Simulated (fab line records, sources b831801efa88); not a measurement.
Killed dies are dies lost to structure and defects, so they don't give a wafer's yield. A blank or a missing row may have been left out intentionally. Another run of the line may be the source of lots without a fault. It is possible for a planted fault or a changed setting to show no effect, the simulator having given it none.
Matching of chambers    flow sky130    SKY_PASSIVATION_CVD_00 on pecvd-01 has 3 sister chambers
The step deposits SiO2, target thk 90 nm. 6 wafers are shown with their chamber, then 7 later ones without.

## WAFERS WITH THEIR CHAMBER
wafer   chamber  heater power w (W)
L892.1  0        582
L895.3  0        595
L895.4  2        701
L895.5  1        717
L897.2  2        598
L897.3  1        755

## WAFERS WITHOUT THEIR CHAMBER
wafer   heater power w (W)
L897.4  612
L898.1  687
L898.5  585
L898.6  625
L911.4  641
L911.5  754
L911.6  707

## WHICH CHAMBER EACH WENT THROUGH
wafer   from the rows above           in truth
L897.4  can't be placed: 0 or 2       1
L898.1  can't be placed: 2 or 1 or 0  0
L898.5  can't be placed: 0 or 2       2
L898.6  can't be placed: 2 or 0 or 1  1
L911.4  can't be placed: 2 or 0 or 1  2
L911.5  can't be placed: 1 or 2       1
L911.6  can't be placed: 1 or 2 or 0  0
Correctly placed: 0 of 7. From these rows, 7 cannot be placed; in 6 the true chamber is one of the candidates. Number placed wrongly: 0.
How it was worked out, from the rows above alone: a wafer's distance from a chamber is the root of the sum, over the readings, of the square of ((its reading less the chamber's mean) divided by the reading's scatter). If the next closest chamber is less than 2 further off than the closest, the wafer can't be placed; otherwise it belongs to the closest. The mean given for a chamber averages the wafers shown for that chamber. The scatter: take each reading less its chamber's mean, square it, sum over the shown wafers, divide by the number of wafers less the number of chambers, and take the root.
